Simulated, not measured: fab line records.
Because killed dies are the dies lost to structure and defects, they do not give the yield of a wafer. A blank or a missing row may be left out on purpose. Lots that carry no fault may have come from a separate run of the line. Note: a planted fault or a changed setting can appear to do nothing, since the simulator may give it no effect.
fab line records -- flow sky130
record lots=15, wafers=45, lastDay=51
route steps=708 shown METAL1@436 VIA1@480
lots that met no fault: from a run of the same line without faults
startH: the number of hours between the record's first day and the start of the first shown wafer of the lot -- waitH: how many hours have passed since the lot's step before this one -- " unchanged from the row above -- L1.1+2: one row covering several wafers at once -- - no value, or no start given -- * or withheld: withheld -- < > ~ a bound
route shown NAME@n: NAME is a module with steps in the file, n the number in the route of the first one -- usual: mean/standard deviation of fault-free wafers -- same: alike in all rows -- chamber/n: place in a boat -- sites: per-site readings -- _std_site: their standard deviation -- _edge_site: outer sites' mean less inner sites' -- radiusMm: for every site, how far away it sits from the centre of the wafer -- mask NAME#n: copy n -- behind: the tool/chamber that last shaped the wafer -- hold: reason for holding the lot/hours on hold/outcome of the hold -- device: transistor that didn't switch, given as n, p or np -- end of line: the same wafers' tests at the end of the route -- a step with no rows: only its recipe -- killed: dies that structure and defects cost at the first sort, which is not the same as the wafer's yield -- map: shows each die of a wafer: x if killed, . if not, _ if none is there
set.NAME: setting as actually run; set.NAME@STEP: the setting as run at that earlier step -- model.NAME: the simulator's own value behind a step, which no gauge read
a sample of lots followed through the steps of the route, with each step as a table and each wafer as a row
services: a tool's chamber out of use, with start hour (startH, from the record's first day; less than 0 if before it), hours out, and reason
## steps
# step SKY_METAL1_SPUTTER_02
# recipe material=AlCu, targetThkNm=250, powerW=10220, timeS=13.3, chamberPressurePa=0.4
# usual throttleValvePct=29.6/1.3
lot.wafer,tool,chamber,startH,waitH,throttleValvePct
L954.1,pvdSputter-01,-,718.91,0.0,28.3
L954.2,pvdSputter-01,-,718.91,0.0,31.3
L954.4,pvdSputter-01,-,718.91,0.0,30.2
L955.1,pvdSputter-01,-,744.88,0.0,28.4
L955.3,pvdSputter-01,-,744.88,0.0,31.2
L955.6,pvdSputter-01,-,744.88,0.0,28.6
L956.3,pvdSputter-03,-,764.49,0.0,27.5
L956.4,pvdSputter-03,-,764.49,0.0,28.7
L956.6,pvdSputter-03,-,764.49,0.0,28.7
L957.1,pvdSputter-02,-,771.94,0.0,29.5
L957.4,pvdSputter-02,-,771.94,0.0,30.4
L957.5,pvdSputter-02,-,771.94,0.0,29.2
L959.1,pvdSputter-02,-,791.42,0.0,29.8
L959.4,pvdSputter-02,-,791.42,0.0,29.0
L959.5,pvdSputter-02,-,791.42,0.0,30.3
L960.1,pvdSputter-03,-,807.30,0.0,27.7
L960.4,pvdSputter-03,-,807.30,0.0,29.1
L960.6,pvdSputter-03,-,807.30,0.0,27.5
L962.2,pvdSputter-03,-,808.59,0.0,30.8
L962.3,pvdSputter-03,-,808.59,0.0,31.1
L962.6,pvdSputter-03,-,808.59,0.0,30.8
L961.1,pvdSputter-01,-,813.31,0.0,28.5
L961.2,pvdSputter-01,-,813.31,0.0,30.0
L961.5,pvdSputter-01,-,813.31,0.0,30.1
L964.3,pvdSputter-03,-,816.49,0.0,31.0
L964.4,pvdSputter-03,-,816.49,0.0,30.9
L964.6,pvdSputter-03,-,816.49,0.0,29.0
L965.1,pvdSputter-03,-,860.58,0.0,27.6
L965.5,pvdSputter-03,-,860.58,0.0,31.2
L965.6,pvdSputter-03,-,860.58,0.0,29.0
L968.1,pvdSputter-03,-,862.14,0.0,28.8
L968.2,pvdSputter-03,-,862.14,0.0,31.2
L968.6,pvdSputter-03,-,862.14,0.0,29.0
L973.1,pvdSputter-01,-,882.87,0.0,31.4
L973.5,pvdSputter-01,-,882.87,0.0,30.1
L973.6,pvdSputter-01,-,882.87,0.0,28.3
L974.1,pvdSputter-01,-,893.43,0.0,31.2
L974.3,pvdSputter-01,-,893.43,0.0,28.4
L974.4,pvdSputter-01,-,893.43,0.0,28.4
L975.3,pvdSputter-01,-,893.87,0.0,30.5
L975.4,pvdSputter-01,-,893.87,0.0,28.2
L975.5,pvdSputter-01,-,893.87,0.0,28.8
L977.2,pvdSputter-03,-,915.73,0.0,30.9
L977.5,pvdSputter-03,-,915.73,0.0,31.0
L977.6,pvdSputter-03,-,915.73,0.0,31.1
# step SKY_METAL1_RS_MEAS_05
# recipe thkMeasGauge=four-point-probe, reads=TiN_of_METAL1_SPUTTER_04+Ti_of_METAL1_SPUTTER_03+AlCu_of_METAL1_SPUTTER_02+TiN_of_METAL1_SPUTTER_01+Ti_of_METAL1_SPUTTER_00
# usual METAL1_ALCU_RS=0.1322/0.0015
lot.wafer,tool,chamber,startH,waitH,METAL1_ALCU_RS[ohm/sq]
L954.1,filmMetro-04,-,719.00,0.0,0.1323
L954.2,filmMetro-04,-,719.00,0.0,0.1307
L954.4,filmMetro-04,-,719.00,0.0,0.1309
L955.1,filmMetro-01,-,744.97,0.0,0.1339
L955.3,filmMetro-01,-,744.97,0.0,0.1319
L955.6,filmMetro-01,-,744.97,0.0,0.1339
L956.3,filmMetro-01,-,764.62,0.1,0.1331
L956.4,filmMetro-01,-,764.62,0.1,0.1343
L956.6,filmMetro-01,-,764.62,0.1,0.1331
L957.1,filmMetro-01,-,772.03,0.0,0.1325
L957.4,filmMetro-01,-,772.03,0.0,0.1330
L957.5,filmMetro-01,-,772.03,0.0,0.1338
L959.1,filmMetro-04,-,791.51,0.0,0.1317
L959.4,filmMetro-04,-,791.51,0.0,0.1297
L959.5,filmMetro-04,-,791.51,0.0,0.1313
L960.1,filmMetro-04,-,807.39,0.0,0.1319
L960.4,filmMetro-04,-,807.39,0.0,0.1325
L960.6,filmMetro-04,-,807.39,0.0,0.1322
L962.2,filmMetro-04,-,808.70,0.0,0.1318
L962.3,filmMetro-04,-,808.70,0.0,0.1326
L962.6,filmMetro-04,-,808.70,0.0,0.1322
L961.1,filmMetro-01,-,813.40,0.0,0.1345
L961.2,filmMetro-01,-,813.40,0.0,0.1342
L961.5,filmMetro-01,-,813.40,0.0,0.1344
L964.3,filmMetro-04,-,816.62,0.1,0.0878
L964.4,filmMetro-04,-,816.62,0.1,0.0869
L964.6,filmMetro-04,-,816.62,0.1,0.0880
L965.1,filmMetro-04,-,860.67,0.0,0.0886
L965.5,filmMetro-04,-,860.67,0.0,0.0887
L965.6,filmMetro-04,-,860.67,0.0,0.0883
L968.1,filmMetro-02,-,862.23,0.0,0.0881
L968.2,filmMetro-02,-,862.23,0.0,0.0878
L968.6,filmMetro-02,-,862.23,0.0,0.0879
L973.1,filmMetro-04,-,882.97,0.0,0.1310
L973.5,filmMetro-04,-,882.97,0.0,0.1313
L973.6,filmMetro-04,-,882.97,0.0,0.1332
L974.1,filmMetro-02,-,893.52,0.0,0.1340
L974.3,filmMetro-02,-,893.52,0.0,0.1359
L974.4,filmMetro-02,-,893.52,0.0,0.1343
L975.3,filmMetro-04,-,894.00,0.1,0.1337
L975.4,filmMetro-04,-,894.00,0.1,0.1331
L975.5,filmMetro-04,-,894.00,0.1,0.1335
L977.2,filmMetro-04,-,915.84,0.0,0.1319
L977.5,filmMetro-04,-,915.84,0.0,0.1319
L977.6,filmMetro-04,-,915.84,0.0,0.1313
# step SKY_METAL1_THK_MEAS_06
# recipe thkMeasGauge=xrf, reads=AlCu_of_METAL1_SPUTTER_02
# usual METAL1_ALCU_THK=236.6/2.9
lot.wafer,tool,chamber,startH,waitH,METAL1_ALCU_THK[nm]
L954.1,filmMetro-04,-,719.12,0.1,234.9
L954.2,filmMetro-04,-,719.12,0.1,239.8
L954.4,filmMetro-04,-,719.12,0.1,237.8
L955.1,filmMetro-01,-,745.09,0.1,235.0
L955.3,filmMetro-01,-,745.09,0.1,237.2
L955.6,filmMetro-01,-,745.09,0.1,232.7
L956.3,filmMetro-01,-,764.72,0.1,235.3
L956.4,filmMetro-01,-,764.72,0.1,230.7
L956.6,filmMetro-01,-,764.72,0.1,234.8
L957.1,filmMetro-01,-,772.15,0.1,238.0
L957.4,filmMetro-01,-,772.15,0.1,235.2
L957.5,filmMetro-01,-,772.15,0.1,235.0
L959.1,filmMetro-04,-,791.63,0.1,237.4
L959.4,filmMetro-04,-,791.63,0.1,239.2
L959.5,filmMetro-04,-,791.63,0.1,235.9
L960.1,filmMetro-04,-,807.51,0.1,235.5
L960.4,filmMetro-04,-,807.51,0.1,234.9
L960.6,filmMetro-04,-,807.51,0.1,237.2
L962.2,filmMetro-04,-,808.81,0.1,236.5
L962.3,filmMetro-04,-,808.81,0.1,237.0
L962.6,filmMetro-04,-,808.81,0.1,235.9
L961.1,filmMetro-01,-,813.52,0.1,232.7
L961.2,filmMetro-01,-,813.52,0.1,233.2
L961.5,filmMetro-01,-,813.52,0.1,231.7
L964.3,filmMetro-04,-,816.72,0.1,351.7
L964.4,filmMetro-04,-,816.72,0.1,353.7
L964.6,filmMetro-04,-,816.72,0.1,352.1
L965.1,filmMetro-04,-,860.79,0.1,346.0
L965.5,filmMetro-04,-,860.79,0.1,348.8
L965.6,filmMetro-04,-,860.79,0.1,349.7
L968.1,filmMetro-02,-,862.35,0.1,349.9
L968.2,filmMetro-02,-,862.35,0.1,354.9
L968.6,filmMetro-02,-,862.35,0.1,354.8
L973.1,filmMetro-04,-,883.09,0.1,238.0
L973.5,filmMetro-04,-,883.09,0.1,237.1
L973.6,filmMetro-04,-,883.09,0.1,235.0
L974.1,filmMetro-02,-,893.64,0.1,234.5
L974.3,filmMetro-02,-,893.64,0.1,230.6
L974.4,filmMetro-02,-,893.64,0.1,231.7
L975.3,filmMetro-04,-,894.10,0.1,233.9
L975.4,filmMetro-04,-,894.10,0.1,234.3
L975.5,filmMetro-04,-,894.10,0.1,233.5
L977.2,filmMetro-04,-,915.95,0.1,237.2
L977.5,filmMetro-04,-,915.95,0.1,237.6
L977.6,filmMetro-04,-,915.95,0.1,236.8
# step SKY_METAL1_CD_MEAS_15
# recipe targetCdNm=140
# usual cdNm=139.7/2
lot.wafer,tool,chamber,startH,waitH,cdNm
L954.1,cdSem-02,-,747.30,-,140.1
L954.2,cdSem-02,-,747.30,-,140.1
L954.4,cdSem-02,-,747.30,-,142.3
L955.1,cdSem-02,-,772.08,-,144.0
L955.3,cdSem-02,-,772.08,-,142.9
L955.6,cdSem-02,-,772.08,-,143.6
L956.3,cdSem-02,-,791.19,-,139.0
L956.4,cdSem-02,-,791.19,-,138.5
L956.6,cdSem-02,-,791.19,-,139.1
L957.1,cdSem-02,-,798.81,-,136.9
L957.4,cdSem-02,-,798.81,-,138.2
L957.5,cdSem-02,-,798.81,-,139.3
L959.1,cdSem-01,-,818.65,-,139.1
L959.4,cdSem-01,-,818.65,-,140.9
L959.5,cdSem-01,-,818.65,-,140.8
L960.1,cdSem-02,-,834.81,-,139.8
L960.4,cdSem-02,-,834.81,-,138.8
L960.6,cdSem-02,-,834.81,-,139.2
L962.2,cdSem-01,-,835.62,-,142.4
L962.3,cdSem-01,-,835.62,-,141.7
L962.6,cdSem-01,-,835.62,-,142.2
L961.1,cdSem-02,-,839.85,-,140.9
L961.2,cdSem-02,-,839.85,-,138.7
L961.5,cdSem-02,-,839.85,-,139.8
L964.3,cdSem-02,-,842.90,-,138.2
L964.4,cdSem-02,-,842.90,-,137.9
L964.6,cdSem-02,-,842.90,-,140.6
L965.1,cdSem-02,-,886.55,-,140.4
L965.5,cdSem-02,-,886.55,-,138.3
L965.6,cdSem-02,-,886.55,-,138.8
L968.1,cdSem-02,-,888.48,-,140.7
L968.2,cdSem-02,-,888.48,-,141.9
L968.6,cdSem-02,-,888.48,-,140.9
L973.1,cdSem-01,-,908.75,-,139.0
L973.5,cdSem-01,-,908.75,-,138.3
L973.6,cdSem-01,-,908.75,-,138.2
L974.1,cdSem-02,-,918.46,-,139.6
L974.3,cdSem-02,-,918.46,-,139.5
L974.4,cdSem-02,-,918.46,-,140.9
L975.3,cdSem-02,-,919.42,-,141.4
L975.4,cdSem-02,-,919.42,-,142.6
L975.5,cdSem-02,-,919.42,-,141.3
L977.2,cdSem-01,-,940.18,-,136.7
L977.5,cdSem-01,-,940.18,-,135.5
L977.6,cdSem-01,-,940.18,-,136.7
# step SKY_METAL1_METAL_ETCH_19
# recipe targetDepthA=3600, stopOn=SiO2, overEtchFrac=0.3, timeS=78, chemistry=Cl2/BCl3, resistSidewallDeg=88, pressureMtorr=10, icpW=900, biasW=48.5, Cl2_flow_sccm=60, bcl3FlowSccm=30
# usual drypumpMotorCurrentA=6.0/0.46, oesProductAu=0.853/0.011, throttleValvePct=22.265/0.0089
# same overEtchFrac=0.3
lot.wafer,tool,chamber,startH,waitH,drypumpMotorCurrentA,oesProductAu,rfHoursCounterH,throttleValvePct
L954.1,rieMetal-03,0,747.55,0.0,6.6,0.870,8,22.254
L954.2,rieMetal-03,1,747.55,0.0,5.7,0.842,11,22.262
L954.4,rieMetal-03,0,747.55,0.0,6.5,0.850,-,22.249
L955.1,rieMetal-01,0,772.33,0.0,5.9,0.864,2,22.267
L955.3,rieMetal-01,1,772.33,0.0,5.2,0.862,-,22.276
L955.6,rieMetal-01,0,772.33,0.0,5.9,0.860,-,22.264
L956.3,rieMetal-02,0,791.43,0.1,6.4,0.878,-,22.262
L956.4,rieMetal-02,1,791.43,0.1,6.1,0.868,-,22.268
L956.6,rieMetal-02,1,791.43,0.1,6.2,0.864,-,22.279
L957.1,rieMetal-03,0,799.08,0.0,6.5,0.867,10,22.280
L957.4,rieMetal-03,0,799.08,0.0,6.6,0.859,-,22.264
L957.5,rieMetal-03,0,799.08,0.0,6.5,0.856,-,22.261
L959.1,rieMetal-01,0,818.90,0.0,5.9,0.840,4,22.261
L959.4,rieMetal-01,1,818.90,0.0,5.2,0.845,-,22.272
L959.5,rieMetal-01,0,818.90,0.0,5.9,0.844,-,22.271
L960.1,rieMetal-02,0,835.06,0.0,6.4,0.837,8,22.262
L960.4,rieMetal-02,1,835.06,0.0,6.2,0.842,-,22.260
L960.6,rieMetal-02,0,835.06,0.0,6.4,0.838,-,22.278
L962.2,rieMetal-01,1,835.85,0.0,5.2,0.845,1,22.258
L962.3,rieMetal-01,1,835.85,0.0,5.2,0.871,-,22.272
L962.6,rieMetal-01,0,835.85,0.0,5.9,0.849,-,22.257
L961.1,rieMetal-01,0,840.10,0.0,5.9,0.856,4,22.263
L961.2,rieMetal-01,1,840.10,0.0,5.2,0.869,1,22.264
L961.5,rieMetal-01,0,840.10,0.0,5.9,0.863,-,22.268
L964.3,rieMetal-01,0,843.14,0.1,5.9,0.954,-,22.261
L964.4,rieMetal-01,1,843.14,0.1,5.2,0.959,-,22.266
L964.6,rieMetal-01,0,843.14,0.1,5.9,0.952,-,22.270
L965.1,rieMetal-02,0,886.80,0.0,6.4,0.950,10,22.280
L965.5,rieMetal-02,0,886.80,0.0,6.3,0.947,-,22.259
L965.6,rieMetal-02,1,886.80,0.0,6.1,0.949,-,22.268
L968.1,rieMetal-03,0,888.83,0.1,6.5,0.958,14,22.252
L968.2,rieMetal-03,0,888.83,0.1,6.5,0.953,-,22.271
L968.6,rieMetal-03,0,888.83,0.1,6.5,0.952,-,22.265
L973.1,rieMetal-02,0,909.00,0.0,6.4,0.849,11,22.249
L973.5,rieMetal-02,0,909.00,0.0,6.4,0.851,-,22.265
L973.6,rieMetal-02,1,909.00,0.0,6.1,0.866,-,22.264
L974.1,rieMetal-03,1,918.81,0.1,5.7,0.865,16,22.259
L974.3,rieMetal-03,1,918.81,0.1,5.7,0.853,-,22.268
L974.4,rieMetal-03,1,918.81,0.1,5.7,0.867,-,22.267
L975.3,rieMetal-01,0,919.67,0.1,5.9,0.861,-,22.262
L975.4,rieMetal-01,1,919.67,0.1,5.2,0.864,-,22.264
L975.5,rieMetal-01,1,919.67,0.1,5.2,0.871,-,22.253
L977.2,rieMetal-02,0,940.54,0.1,6.4,0.840,-,22.259
L977.5,rieMetal-02,0,940.54,0.1,6.4,0.844,-,22.268
L977.6,rieMetal-02,0,940.54,0.1,6.4,0.843,-,22.278
# step SKY_METAL1_STRIP_20
# recipe chemistry=O2/N2, powerW=1400, pressureMtorr=1500, platenTempC=withheld, o2FlowSccm=3000, n2FlowSccm=300, overashFraction=0.5
# usual drypumpMotorCurrentA=5.6/0.44, oesProductAu=0.344/0.0051, stripTimeToEndpointS=2.71/0.04
lot.wafer,tool,chamber,startH,waitH,drypumpMotorCurrentA,oesProductAu,rfHoursCounterH,stripTimeToEndpointS
L954.1,plasmaAsher-03,1,747.64,0.1,5.9,0.333,63,2.74
L954.2,plasmaAsher-03,0,747.64,0.1,5.3,0.342,63,2.67
L954.4,plasmaAsher-03,0,747.64,0.1,5.3,0.341,-,2.77
L955.1,plasmaAsher-01,0,772.42,0.1,5.7,0.343,3,2.74
L955.3,plasmaAsher-01,0,772.42,0.1,5.7,0.346,-,2.74
L955.6,plasmaAsher-01,1,772.42,0.1,4.9,0.349,-,2.78
L956.3,plasmaAsher-03,1,791.52,0.1,5.9,0.346,-,2.62
L956.4,plasmaAsher-03,0,791.52,0.1,5.3,0.341,-,2.69
L956.6,plasmaAsher-03,1,791.52,0.1,5.9,0.332,-,2.66
L957.1,plasmaAsher-04,0,799.17,0.1,6.1,0.346,99,2.74
L957.4,plasmaAsher-04,1,799.17,0.1,6.2,0.345,-,2.75
L957.5,plasmaAsher-04,0,799.17,0.1,6.1,0.348,-,2.77
L959.1,plasmaAsher-01,1,818.99,0.1,4.9,0.340,7,2.77
L959.4,plasmaAsher-01,1,818.99,0.1,4.9,0.345,-,2.70
L959.5,plasmaAsher-01,0,818.99,0.1,5.7,0.345,-,2.79
L960.1,plasmaAsher-03,1,835.15,0.1,5.9,0.356,72,2.67
L960.4,plasmaAsher-03,0,835.15,0.1,5.3,0.344,-,2.75
L960.6,plasmaAsher-03,1,835.15,0.1,5.9,0.341,-,2.68
L962.2,plasmaAsher-01,1,835.94,0.1,4.9,0.343,9,2.62
L962.3,plasmaAsher-01,1,835.94,0.1,5.0,0.333,-,2.69
L962.6,plasmaAsher-01,0,835.94,0.1,5.8,0.343,-,2.72
L961.1,plasmaAsher-01,1,840.19,0.1,5.0,0.348,10,2.73
L961.2,plasmaAsher-01,0,840.19,0.1,5.8,0.345,10,2.72
L961.5,plasmaAsher-01,1,840.19,0.1,5.0,0.342,-,2.78
L964.3,plasmaAsher-03,0,843.24,0.1,5.3,0.344,-,2.73
L964.4,plasmaAsher-03,1,843.24,0.1,5.9,0.346,-,2.71
L964.6,plasmaAsher-03,1,843.24,0.1,5.9,0.359,-,2.77
L965.1,plasmaAsher-01,1,886.89,0.1,4.9,0.344,15,2.72
L965.5,plasmaAsher-01,0,886.89,0.1,5.7,0.344,-,2.68
L965.6,plasmaAsher-01,1,886.89,0.1,4.9,0.354,-,2.72
L968.1,plasmaAsher-01,1,889.01,0.1,5.0,0.349,15,2.73
L968.2,plasmaAsher-01,0,889.01,0.1,5.7,0.339,15,2.73
L968.6,plasmaAsher-01,1,889.01,0.1,4.9,0.345,-,2.74
L973.1,plasmaAsher-04,1,909.09,0.1,6.1,0.343,107,2.65
L973.5,plasmaAsher-04,1,909.09,0.1,6.1,0.344,-,2.64
L973.6,plasmaAsher-04,0,909.09,0.1,6.1,0.342,-,2.69
L974.1,plasmaAsher-03,0,918.99,0.1,5.3,0.344,81,2.67
L974.3,plasmaAsher-03,0,918.99,0.1,5.3,0.342,-,2.65
L974.4,plasmaAsher-03,1,918.99,0.1,5.9,0.348,-,2.68
L975.3,plasmaAsher-01,1,919.76,0.1,5.0,0.352,-,2.78
L975.4,plasmaAsher-01,0,919.76,0.1,5.7,0.342,-,2.74
L975.5,plasmaAsher-01,0,919.76,0.1,5.7,0.345,-,2.74
L977.2,plasmaAsher-03,1,940.69,0.1,5.9,0.347,83,2.67
L977.5,plasmaAsher-03,0,940.69,0.1,5.3,0.345,-,2.67
L977.6,plasmaAsher-03,1,940.69,0.1,5.9,0.338,-,2.63
# step SKY_VIA1_RS_MEAS_22
# recipe thkMeasGauge=four-point-probe, reads=W_of_VIA1_CVD_21+TiN_of_VIA1_SPUTTER_20
# usual VIA1_W_RS=0.429/0.0047
lot.wafer,tool,chamber,startH,waitH,VIA1_W_RS[ohm/sq]
L954.1,filmMetro-03,-,776.82,0.1,0.421
L954.2,filmMetro-03,-,776.82,0.1,0.427
L954.4,filmMetro-03,-,776.82,0.1,0.424
L955.1,filmMetro-02,-,800.81,0.1,0.430
L955.3,filmMetro-02,-,800.81,0.1,0.427
L955.6,filmMetro-02,-,800.81,0.1,0.431
L956.3,filmMetro-01,-,820.35,0.1,0.432
L956.4,filmMetro-01,-,820.35,0.1,0.424
L956.6,filmMetro-01,-,820.35,0.1,0.423
L957.1,filmMetro-03,-,828.16,0.1,0.435
L957.4,filmMetro-03,-,828.16,0.1,0.432
L957.5,filmMetro-03,-,828.16,0.1,0.436
L959.1,filmMetro-01,-,847.47,0.1,0.419
L959.4,filmMetro-01,-,847.47,0.1,0.427
L959.5,filmMetro-01,-,847.47,0.1,0.437
L960.1,filmMetro-03,-,863.79,0.1,0.433
L960.4,filmMetro-03,-,863.79,0.1,0.431
L960.6,filmMetro-03,-,863.79,0.1,0.432
L962.2,filmMetro-02,-,864.21,0.1,0.435
L962.3,filmMetro-02,-,864.21,0.1,0.431
L962.6,filmMetro-02,-,864.21,0.1,0.432
L961.1,filmMetro-03,-,868.24,0.1,0.430
L961.2,filmMetro-03,-,868.24,0.1,0.417
L961.5,filmMetro-03,-,868.24,0.1,0.422
L964.3,filmMetro-01,-,871.98,0.1,0.427
L964.4,filmMetro-01,-,871.98,0.1,0.420
L964.6,filmMetro-01,-,871.98,0.1,0.425
L965.1,filmMetro-01,-,914.80,0.1,0.429
L965.5,filmMetro-01,-,914.80,0.1,0.434
L965.6,filmMetro-01,-,914.80,0.1,0.429
L968.1,filmMetro-02,-,916.80,0.1,0.429
L968.2,filmMetro-02,-,916.80,0.1,0.429
L968.6,filmMetro-02,-,916.80,0.1,0.428
L973.1,filmMetro-03,-,936.10,0.1,0.421
L973.5,filmMetro-03,-,936.10,0.1,0.423
L973.6,filmMetro-03,-,936.10,0.1,0.429
L974.1,filmMetro-02,-,946.19,0.1,0.435
L974.3,filmMetro-02,-,946.19,0.1,0.431
L974.4,filmMetro-02,-,946.19,0.1,0.430
L975.3,filmMetro-01,-,946.53,0.1,0.430
L975.4,filmMetro-01,-,946.53,0.1,0.419
L975.5,filmMetro-01,-,946.53,0.1,0.427
L977.2,filmMetro-01,-,966.51,0.1,0.428
L977.5,filmMetro-01,-,966.51,0.1,0.429
L977.6,filmMetro-01,-,966.51,0.1,0.429
## services
tool,chamber,startH,hours,kind
rieMetal-01,0,716.41,-,clean
rieMetal-01,0,716.41,11.2,scheduledDown
rieMetal-01,0,716.41,11.2,ventCycle
pvdSputter-01,-,729.11,5.1,repair
plasmaAsher-01,-,733.75,9.0,pm
plasmaAsher-01,0,733.75,9.0,ventCycle
plasmaAsher-01,1,733.75,9.0,ventCycle
plasmaAsher-01,0,742.75,-,clean
plasmaAsher-01,1,742.75,-,clean
pvdSputter-03,-,756.71,6.4,repair
pvdSputter-03,-,766.97,2.8,repair
plasmaAsher-04,-,791.32,0.8,repair
pvdSputter-02,-,798.21,108.1,repair
rieMetal-03,-,811.15,1.4,pm
pvdSputter-03,-,824.89,4.6,repair
plasmaAsher-04,-,829.35,28.1,pm
pvdSputter-03,0,857.23,-,consumableReplace:kit
pvdSputter-03,0,857.23,18.0,scheduledDown
pvdSputter-03,0,857.23,18.0,ventCycle
pvdSputter-01,-,862.72,5.0,repair
rieMetal-03,1,871.88,21.5,repair
plasmaAsher-04,-,899.44,2.8,pm
rieMetal-03,0,904.62,22.3,repair
rieMetal-03,1,914.71,3.7,repair
## key
firstSign step=SKY_METAL1_RS_MEAS_05, reading=METAL1_ALCU_RS, direction=down, sigmas=30, usual=0.1322, struck=0.0880
effect step=SKY_METAL1_THK_MEAS_06, reading=METAL1_ALCU_THK, direction=up, sigmas=40, usual=236.6, struck=351.3
effect step=SKY_METAL1_METAL_ETCH_19, reading=oesProductAu, direction=up, sigmas=8.8, usual=0.853, struck=0.953
metAt SKY_METAL1_SPUTTER_02
struckLots L964,L965,L968
sortLeftOut L964.3,L964.4,L964.6
notActingAt SKY_METAL1_CD_MEAS_15,SKY_METAL1_STRIP_20,SKY_VIA1_RS_MEAS_22
onsetBetween 808.59 816.49
fault kind=processParameterDrift, tool=pvdSputter-03, chamber=-, onsetH=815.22, steps=SKY_METAL1_SPUTTER_02, channel=targetThkNm, offset=121.37, shape=step, endH=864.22, actsIn=theseRecipesOnly, stated=250
# sortLeftOut: the simulated sort isn't trusted on such a fault, so these wafers' sort isn't shown, and their yield isn't known
